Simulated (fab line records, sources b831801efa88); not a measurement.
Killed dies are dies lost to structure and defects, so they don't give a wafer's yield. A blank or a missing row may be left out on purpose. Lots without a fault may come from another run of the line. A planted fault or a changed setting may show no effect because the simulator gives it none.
fab line records | flow sky130
record lots=13 wafers=39 last_day=50
route steps=708 shown FIELD_ISO@15 PWDE@54 NWELL@68 PAD_OPEN@708
lots that met no fault: from a run of the same line without faults
start_h: hours from the record's first day to the start of the lot's first wafer shown | wait_h: hours since the lot's step before | " the same as in the row above | L1.1+2: a row that stands for several wafers | - no value, or no start given | * or withheld: withheld | < > ~ a bound
route shown NAME@n: a module of which the file shows steps, and the number in the route of the first | usual: mean/standard deviation of fault-free wafers | same: alike in all rows | chamber/n: place in a boat | sites: the reading at each site | _std_site: their standard deviation | _edge_site: outer sites' mean less inner sites' | radius_mm: how far each site lies from the wafer's centre | mask NAME#n: copy n | behind: the tool/chamber that last shaped the wafer | hold: why the lot was held/for how many hours/how that ended | device: the transistor (n, p or np) that didn't switch | end of line: the same wafers' tests at the end of the route | a step without rows: its recipe alone | killed: dies lost to structure and defects at the first sort, not the wafer's yield | map: a wafer's dies, x killed, . not, _ none there
set.NAME: the setting as run; set.NAME@STEP: as run at that earlier step | model.NAME: the simulator's own value behind a step, which no gauge read
steps of the route over a sample of lots; a table a step, a row a wafer
services: from which hour (start_h, from the record's first day; less than 0 if before it) a tool's chamber was out of use, for how many hours, and why
## steps
# step SKY_FIELD_ISO_ETCH_14
# recipe chemistry=N2/H2 target=BARC ion_energy_ev=200 source_w=500 bias_w=100 pressure_mtorr=30 n2_flow_sccm=100 h2_flow_sccm=200 stop_on=SiO2 time_s=45.9 target_depth_a=600
# usual drypump_motor_current_A=5.7/0.33 oes_product_au=0.855/0.0044 throttle_valve_pct=13.225/0.0091
# columns lot.wafer tool chamber start_h wait_h drypump_motor_current_A oes_product_au rf_hours_counter_h throttle_valve_pct
L448.3 rie_diel-02 1 39.66 0.1 5.6 0.851 66 13.234
L448.4 " 2 " " 6.3 0.858 68 13.223
L448.6 " 3 " " 6.0 0.846 - 13.225
L451.3 rie_diel-02 3 56.36 0.1 6.1 0.856 128 13.233
L451.4 " 1 " " 5.6 0.855 66 13.228
L451.5 " 2 " " 6.2 0.850 - 13.208
L452.2 rie_diel-01 3 59.49 0.1 5.7 0.860 126 13.201
L452.4 " 2 " " 6.0 0.853 3 13.233
L452.6 " 3 " " 5.7 0.859 - 13.218
L453.2 rie_diel-04 2 65.98 0.1 4.8 0.860 171 13.214
L453.3 " 1 " " 5.8 0.853 8 13.215
L453.4 " 3 " " 5.6 0.848 19 13.238
L455.1 rie_diel-04 0 75.84 0.1 5.1 0.847 38 13.222
L455.4 " 3 " " 5.6 0.860 - 13.229
L455.5 " 1 " " 5.8 0.857 - 13.232
L458.2 rie_diel-02 2 93.54 0.1 6.2 0.850 69 13.212
L458.3 " 1 " " 5.6 0.855 67 13.217
L458.6 " 3 " " 6.0 0.857 - 13.238
L459.1 rie_diel-04 1 96.24 0.1 5.8 0.857 9 13.216
L459.3 " 3 " " 5.6 0.856 20 13.225
L459.6 " 2 " " 4.9 0.863 - 13.244
L462.1 rie_diel-01 0 112.66 0.1 5.8 0.859 96 13.217
L462.5 " 3 " " 5.8 0.860 - 13.235
L462.6 " 0 " " 5.7 0.853 - 13.222
L463.2 rie_diel-02 1 117.61 0.1 5.6 0.848 67 13.222
L463.4 " 3 " " 6.0 0.854 130 13.232
L463.6 " 0 " " 5.6 0.849 - 13.224
L464.1 rie_diel-01 1 123.78 0.1 5.9 0.854 100 13.218
L464.4 " 2 " " 6.0 0.856 5 13.219
L464.5 " 3 " " 5.7 0.854 - 13.220
L465.1 rie_diel-04 3 128.51 0.1 5.6 0.850 21 13.233
L465.2 " 0 " " 5.1 0.863 39 13.228
L465.3 " 1 " " 5.8 0.847 10 13.223
L467.1 rie_diel-02 3 139.51 0.1 6.0 0.850 130 13.216
L467.2 " 1 " " 5.6 0.858 68 13.237
L467.6 " 0 " " 5.5 0.854 - 13.216
L468.1 rie_diel-02 1 141.79 0.1 5.6 0.855 68 13.227
L468.4 " 3 " " 6.0 0.858 130 13.236
L468.6 " 1 " " 5.6 0.858 - 13.223
# step SKY_PWDE_STRIP_09
# recipe chemistry=O2/N2 power_w=1400 pressure_mtorr=1500 platen_temp_c=withheld o2_flow_sccm=3000 n2_flow_sccm=300 overash_fraction=0.5
# usual drypump_motor_current_A=5.8/0.45 oes_product_au=0.723/0.0046 strip_time_to_endpoint_s=36.58/0.098
# columns lot.wafer tool chamber start_h wait_h drypump_motor_current_A oes_product_au rf_hours_counter_h strip_time_to_endpoint_s
L448.3 plasma_asher-03 0 79.22 0.1 6.4 0.726 - 36.39
L448.4 " 1 " " 5.3 0.720 - 36.41
L448.6 " 1 " " 5.3 0.722 - 36.40
L451.3 plasma_asher-02 0 97.29 0.1 5.4 0.722 - 36.49
L451.4 " 1 " " 5.7 0.723 - 36.58
L451.5 " 1 " " 5.7 0.724 - 36.59
L452.2 plasma_asher-02 1 99.66 0.1 5.6 0.728 37 36.56
L452.4 " 1 " " 5.7 0.723 - 36.63
L452.6 " 0 " " 5.4 0.717 - 36.58
L453.2 plasma_asher-02 1 107.99 0.1 5.7 0.725 38 36.58
L453.3 " 1 " " 5.7 0.721 - 36.51
L453.4 " 0 " " 5.4 0.722 - 36.59
L455.1 plasma_asher-03 0 121.08 0.1 6.4 0.724 32 36.44
L455.4 " 0 " " 6.4 0.725 - 36.42
L455.5 " 0 " " 6.4 0.724 - 36.52
L458.2 plasma_asher-04 1 137.83 0.1 6.5 0.722 46 36.61
L458.3 " 1 " " 6.5 0.727 - 36.63
L458.6 " 1 " " 6.5 0.727 - 36.59
L459.1 plasma_asher-02 1 141.13 0.1 5.7 0.717 2 36.44
L459.3 " 1 " " 5.7 0.727 - 36.38
L459.6 " 1 " " 5.7 0.731 - 36.49
L462.1 plasma_asher-02 1 157.96 0.1 5.6 0.730 4 36.60
L462.5 " 1 " " 5.7 0.736 - 36.56
L462.6 " 0 " " 5.4 0.723 - 36.57
L463.2 plasma_asher-04 1 163.36 0.1 6.5 0.728 48 36.52
L463.4 " 0 " " 6.4 0.729 - 36.65
L463.6 " 1 " " 6.5 0.719 - 36.53
L464.1 plasma_asher-03 1 168.29 0.1 5.3 0.727 36 36.60
L464.4 " 0 " " 6.4 0.722 - 36.55
L464.5 " 1 " " 5.3 0.727 - 36.55
L465.1 plasma_asher-02 1 174.79 0.1 5.7 0.720 5 36.62
L465.2 " 0 " " 5.4 0.713 5 36.58
L465.3 " 1 " " 5.7 0.729 - 36.48
L467.1 plasma_asher-02 0 185.58 0.1 5.4 0.723 7 36.56
L467.2 " 1 " " 5.7 0.728 7 36.59
L467.6 " 0 " " 5.4 0.723 - 36.66
L468.1 plasma_asher-02 0 190.76 0.1 5.4 0.720 7 36.64
L468.4 " 1 " " 5.7 0.723 - 36.65
L468.6 " 0 " " 5.4 0.722 - 36.67
# step SKY_NWELL_TW_MEAS_15
# usual NWELL_TW=1814/25
# columns lot.wafer tool chamber start_h wait_h NWELL_TW
L448.3 film_metro-03 - 96.91 0.1 1841
L448.4 " - " " 1854
L448.6 " - " " 1842
L451.3 film_metro-01 - 116.35 0.1 1832
L451.4 " - " " 1822
L451.5 " - " " 1816
L452.2 film_metro-04 - 118.60 0.1 1783
L452.4 " - " " 1769
L452.6 " - " " 1777
L453.2 film_metro-01 - 127.45 0.1 1820
L453.3 " - " " 1826
L453.4 " - " " 1816
L455.1 film_metro-04 - 141.29 0.1 1777
L455.4 " - " " 1769
L455.5 " - " " 1778
L458.2 film_metro-01 - 157.55 0.1 1814
L458.3 " - " " 1817
L458.6 " - " " 1820
L459.1 film_metro-01 - 161.59 0.1 1826
L459.3 " - " " 1817
L459.6 " - " " 1820
L462.1 film_metro-03 - 177.43 0.1 1846
L462.5 " - " " 1841
L462.6 " - " " 1838
L463.2 film_metro-04 - 184.25 0.1 1797
L463.4 " - " " 1795
L463.6 " - " " 1795
L464.1 film_metro-01 - 188.99 0.1 1830
L464.4 " - " " 1822
L464.5 " - " " 1835
L465.1 film_metro-04 - 195.64 0.1 1787
L465.2 " - " " 1776
L465.3 " - " " 1785
L467.1 film_metro-01 - 207.43 0.1 1833
L467.2 " - " " 1820
L467.6 " - " " 1832
L468.1 film_metro-03 - 212.49 0.1 1856
L468.4 " - " " 1848
L468.6 " - " " 1837
# step SKY_NWELL_CLEAN_27
# recipe chemistry=SC1/SC2 mix=1:4:20 temp_c=70 time_s=150 dry=n2_spin
# usual run_length_s=179/3.7
# columns lot.wafer tool chamber start_h wait_h run_length_s
L448.3 wet_bench-04 1 115.20 0.0 176
L448.4 " 1 " " 176
L448.6 " 1 " " 176
L451.3 wet_bench-02 1 135.40 0.0 185
L451.4 " 1 " " 185
L451.5 " 1 " " 185
L452.2 wet_bench-03 2 137.75 0.0 175
L452.4 " 2 " " 175
L452.6 " 2 " " 175
L453.2 wet_bench-03 3 146.79 0.0 179
L453.3 " 3 " " 179
L453.4 " 3 " " 179
L455.1 wet_bench-03 3 161.80 0.1 85
L455.4 " 3 " " 85
L455.5 " 3 " " 85
L458.2 wet_bench-02 2 177.15 0.0 176
L458.3 " 2 " " 176
L458.6 " 2 " " 176
L459.1 wet_bench-03 3 182.40 0.1 91
L459.3 " 3 " " 91
L459.6 " 3 " " 91
L462.1 wet_bench-04 1 198.60 0.1 176
L462.5 " 1 " " 176
L462.6 " 1 " " 176
L463.2 wet_bench-02 0 205.89 0.0 181
L463.4 " 0 " " 181
L463.6 " 0 " " 181
L464.1 wet_bench-04 0 210.40 0.1 185
L464.4 " 0 " " 185
L464.5 " 0 " " 185
L465.1 wet_bench-04 2 217.64 0.1 184
L465.2 " 2 " " 184
L465.3 " 2 " " 184
L467.1 wet_bench-04 3 229.64 0.1 185
L467.2 " 3 " " 185
L467.6 " 3 " " 185
L468.1 wet_bench-04 0 234.85 0.1 178
L468.4 " 0 " " 178
L468.6 " 0 " " 178
# step SKY_PAD_OPEN_PROBE_99
# usual killed_at_M0_to_M3=43/6.5 killed_at_M4_up=3.2/1.8 killed_at_contacts=24/5 killed_at_front_end=15/4.1 killed_at_other=0.3/0.54 killed_dies=85/9.3 killed_open=47/7.2 killed_short=39/5.9
# same gross_dies=492 killed_at_back_side=0
# columns lot.wafer tool chamber start_h wait_h killed_at_M0_to_M3 killed_at_M4_up killed_at_contacts killed_at_front_end killed_at_other killed_dies killed_open killed_short
L448.3 prober-02 - 1085.44 0.2 48 2 28 20 1 99 66 33
L448.4 prober-02 - 1085.49 0.2 48 3 26 21 0 98 51 47
L448.6 prober-02 - 1085.59 0.2 52 4 26 14 0 96 54 42
L451.3 prober-01 - 1104.28 0.2 48 5 28 15 0 96 48 48
L451.4 prober-01 - 1104.33 0.2 45 3 26 24 2 100 48 50
L451.5 prober-01 - 1104.38 0.2 39 9 22 13 0 83 49 32
L452.2 prober-02 - 1114.49 0.1 46 3 25 10 0 84 40 44
L452.4 prober-02 - 1114.59 0.2 39 1 22 16 0 78 35 43
L452.6 prober-02 - 1114.69 0.2 45 3 38 18 0 104 63 40
L453.2 prober-01 - 1119.97 0.1 44 3 19 11 1 78 41 36
L453.3 prober-01 - 1120.02 0.2 41 2 21 17 1 82 46 35
L453.4 prober-01 - 1120.07 0.2 40 4 17 23 0 84 49 35
L455.1 prober-01 - 1134.20 0.1 43 2 23 13 0 81 53 28
L455.4 prober-01 - 1134.35 0.2 41 4 25 21 0 91 48 42
L455.5 prober-01 - 1134.40 0.2 54 5 26 15 0 100 52 47
L458.2 prober-02 - 1146.75 0.1 52 1 29 16 0 98 55 43
L458.3 prober-02 - 1146.80 0.2 33 4 17 14 0 68 39 29
L458.6 prober-02 - 1146.95 0.2 50 3 22 17 0 92 47 45
L462.1 prober-02 - 1165.71 0.1 44 4 28 21 0 97 60 37
L462.5 prober-02 - 1165.91 0.2 49 2 27 15 0 93 46 47
L462.6 prober-02 - 1165.96 0.2 59 3 24 17 0 103 62 41
L468.1 prober-02 - 1189.29 0.1 39 2 27 15 1 84 44 39
L468.4 prober-02 - 1189.44 0.2 43 1 17 21 1 83 44 39
L468.6 prober-02 - 1189.54 0.2 52 4 16 16 0 88 41 47
# killed by level:class
L448.3 VIA1:geometric_particle:open=17 CONTACT:geometric_particle:open=15 VIA3:geometric_particle:open=9 VIA2:geometric_particle:open=6 FIELD_ISO:geometric_particle:open=5 POLY_GATE:geometric_particle:open=5 METAL1:geometric_particle:short=5 FIELD_ISO:geometric_particle:short=4
L448.4 VIA1:geometric_particle:open=12 VIA1:geometric_particle:short=9 VIA2:geometric_particle:open=9 CONTACT:geometric_particle:open=9 FIELD_ISO:geometric_particle:short=8 LI_CONTACT:geometric_particle:open=7 VIA3:geometric_particle:open=6 POLY_GATE:geometric_particle:short=4
L448.6 VIA1:geometric_particle:open=13 CONTACT:geometric_particle:open=12 VIA2:geometric_particle:open=8 VIA3:geometric_particle:open=7 METAL1:geometric_particle:short=7 METAL2:geometric_particle:short=7 LOCAL_INTERCONNECT:geometric_particle:short=4 FIELD_ISO:geometric_particle:open=3
L451.3 VIA1:geometric_particle:open=10 METAL1:geometric_particle:short=9 CONTACT:geometric_particle:open=8 LI_CONTACT:geometric_particle:open=8 VIA3:geometric_particle:short=6 CONTACT:geometric_particle:short=5 FIELD_ISO:geometric_particle:short=4 LI_CONTACT:geometric_particle:short=4
L451.4 CONTACT:geometric_particle:open=11 VIA1:geometric_particle:open=10 METAL2:geometric_particle:short=8 METAL1:geometric_particle:short=7 FIELD_ISO:geometric_particle:short=6 CONTACT:geometric_particle:short=6 POLY_GATE:geometric_particle:short=5 LI_CONTACT:geometric_particle:open=5
L451.5 VIA1:geometric_particle:open=8 VIA2:geometric_particle:open=8 LI_CONTACT:geometric_particle:open=6 LOCAL_INTERCONNECT:geometric_particle:short=5 CONTACT:geometric_particle:open=5 METAL2:geometric_particle:short=5 VIA3:geometric_particle:open=5 METAL4:geometric_particle:short=5
L452.2 VIA1:geometric_particle:open=7 VIA2:geometric_particle:open=6 CONTACT:geometric_particle:open=6 VIA3:geometric_particle:open=6 VIA1:geometric_particle:short=6 VIA2:geometric_particle:short=6 LI_CONTACT:geometric_particle:open=5 CONTACT:geometric_particle:short=5
L452.4 LI_CONTACT:geometric_particle:open=8 FIELD_ISO:geometric_particle:short=7 VIA3:geometric_particle:open=7 METAL2:geometric_particle:short=7 METAL1:geometric_particle:short=6 LI_CONTACT:geometric_particle:short=4 CONTACT:geometric_particle:short=4 VIA1:geometric_particle:open=4
L452.6 CONTACT:geometric_particle:open=13 VIA1:geometric_particle:open=10 CONTACT:geometric_particle:short=9 LI_CONTACT:geometric_particle:open=8 LOCAL_INTERCONNECT:geometric_particle:short=7 VIA3:geometric_particle:open=7 METAL2:geometric_particle:short=7 FIELD_ISO:geometric_particle:open=6
L453.2 VIA1:geometric_particle:open=13 CONTACT:geometric_particle:open=8 METAL2:geometric_particle:short=7 VIA2:geometric_particle:open=6 VIA1:geometric_particle:short=6 FIELD_ISO:geometric_particle:open=4 LI_CONTACT:geometric_particle:short=4 FIELD_ISO:geometric_particle:short=3
L453.3 VIA3:geometric_particle:open=9 CONTACT:geometric_particle:open=7 VIA1:geometric_particle:open=6 LI_CONTACT:geometric_particle:open=6 VIA2:geometric_particle:open=6 METAL1:geometric_particle:short=5 METAL3:geometric_particle:short=5 POLY_GATE:geometric_particle:open=4
L453.4 VIA3:geometric_particle:open=8 VIA1:geometric_particle:open=8 FIELD_ISO:geometric_particle:open=7 METAL1:geometric_particle:short=7 CONTACT:geometric_particle:open=7 POLY_GATE:geometric_particle:short=6 VIA2:geometric_particle:open=6 POLY_GATE:geometric_particle:open=5
L455.1 CONTACT:geometric_particle:open=11 VIA1:geometric_particle:open=10 VIA2:geometric_particle:open=7 VIA3:geometric_particle:open=7 FIELD_ISO:geometric_particle:open=6 LI_CONTACT:geometric_particle:open=5 METAL1:geometric_particle:short=5 FIELD_ISO:geometric_particle:short=3
L455.4 VIA1:geometric_particle:open=8 CONTACT:geometric_particle:short=7 CONTACT:geometric_particle:open=6 VIA2:geometric_particle:open=6 FIELD_ISO:geometric_particle:open=5 METAL1:geometric_particle:short=5 VIA1:geometric_particle:short=5 METAL2:geometric_particle:short=5
L455.5 VIA1:geometric_particle:open=16 VIA3:geometric_particle:open=12 CONTACT:geometric_particle:open=9 CONTACT:geometric_particle:short=7 SPACER:geometric_particle:short=6 METAL2:geometric_particle:short=6 VIA1:geometric_particle:short=5 VIA2:geometric_particle:open=5
L458.2 VIA1:geometric_particle:open=17 CONTACT:geometric_particle:open=13 VIA2:geometric_particle:open=7 FIELD_ISO:geometric_particle:short=5 CONTACT:geometric_particle:short=5 VIA2:geometric_particle:short=5 LI_CONTACT:geometric_particle:open=4 METAL2:geometric_particle:short=4
L458.3 VIA1:geometric_particle:open=10 FIELD_ISO:geometric_particle:short=6 LI_CONTACT:geometric_particle:open=6 CONTACT:geometric_particle:short=5 CONTACT:geometric_particle:open=5 METAL2:geometric_particle:short=5 VIA3:geometric_particle:open=5 POLY_GATE:geometric_particle:open=4
L458.6 VIA1:geometric_particle:open=13 CONTACT:geometric_particle:open=8 METAL1:geometric_particle:short=7 VIA2:geometric_particle:open=7 FIELD_ISO:geometric_particle:short=6 LOCAL_INTERCONNECT:geometric_particle:short=5 FIELD_ISO:geometric_particle:open=4 LI_CONTACT:geometric_particle:open=4
L462.1 CONTACT:geometric_particle:open=11 VIA3:geometric_particle:open=10 LI_CONTACT:geometric_particle:open=8 VIA1:geometric_particle:open=8 CONTACT:geometric_particle:short=6 FIELD_ISO:geometric_particle:short=5 METAL1:geometric_particle:short=5 VIA2:geometric_particle:open=5
L462.5 CONTACT:geometric_particle:open=14 METAL2:geometric_particle:short=9 VIA1:geometric_particle:open=7 METAL1:geometric_particle:short=6 METAL3:geometric_particle:short=6 VIA2:geometric_particle:open=5 CONTACT:geometric_particle:short=5 FIELD_ISO:geometric_particle:open=4
L462.6 VIA1:geometric_particle:open=14 CONTACT:geometric_particle:open=10 VIA3:geometric_particle:open=9 VIA2:geometric_particle:open=7 METAL1:geometric_particle:short=7 VIA1:geometric_particle:short=7 METAL2:geometric_particle:short=7 FIELD_ISO:geometric_particle:open=6
L468.1 VIA1:geometric_particle:open=13 CONTACT:geometric_particle:open=11 LOCAL_INTERCONNECT:geometric_particle:short=7 POLY_GATE:geometric_particle:short=4 CONTACT:geometric_particle:short=4 VIA1:geometric_particle:short=4 METAL2:geometric_particle:short=4 FIELD_ISO:geometric_particle:open=3
L468.4 VIA1:geometric_particle:open=13 CONTACT:geometric_particle:open=9 METAL2:geometric_particle:short=8 POLY_GATE:geometric_particle:open=5 POLY_GATE:geometric_particle:short=5 VIA2:geometric_particle:short=5 VIA2:geometric_particle:open=5 FIELD_ISO:geometric_particle:short=4
L468.6 VIA1:geometric_particle:open=15 METAL2:geometric_particle:short=7 FIELD_ISO:geometric_particle:short=6 VIA1:geometric_particle:short=6 CONTACT:geometric_particle:open=6 METAL1:geometric_particle:short=5 FIELD_ISO:geometric_particle:open=4 VIA3:geometric_particle:short=4
## services
# columns tool chamber start_h hours kind
plasma_asher-03 - 38.48 0.5 repair
rie_diel-04 2 71.30 - clean
rie_diel-04 2 71.30 24.5 scheduled_down
rie_diel-04 2 71.30 24.5 vent_cycle
plasma_asher-02 - 108.75 9.0 pm
plasma_asher-02 0 108.75 9.0 vent_cycle
plasma_asher-02 1 108.75 9.0 vent_cycle
rie_diel-01 - 109.82 0.1 repair
rie_diel-04 0 115.52 2.5 repair
plasma_asher-02 0 117.75 - clean
plasma_asher-02 1 117.75 - clean
rie_diel-04 0 139.78 3.6 repair
rie_diel-04 2 176.31 24.8 repair
rie_diel-01 - 176.72 0.7 repair
plasma_asher-03 - 183.05 13.6 repair
plasma_asher-04 - 217.80 2.8 pm
rie_diel-02 1 230.61 5.7 repair
## key
first_sign step=SKY_NWELL_CLEAN_27 reading=run_length_s direction=down sigmas=24 usual=* struck=*
effect none on later readings
met_at SKY_NWELL_CLEAN_27
struck_lots L455,L459
tester_left_out L455,L459
not_acting_at SKY_FIELD_ISO_ETCH_14,SKY_PWDE_STRIP_09,SKY_NWELL_TW_MEAS_15
onset_between 146.79 161.80
fault kind=process_parameter_drift tool=wet_bench-03 chamber=- onset_h=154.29 steps=SKY_NWELL_CLEAN_27 channel=time_s offset=* shape=step end_h=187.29 acts_in=* stated=*
# tester_left_out: of these lots the tester's yield and bins aren't shown, on N5 and GAA mostly nor the transistor test; their killed dies are dies lost to structure and defects alone, not to doping, threshold or leakage, so they don't give the yield
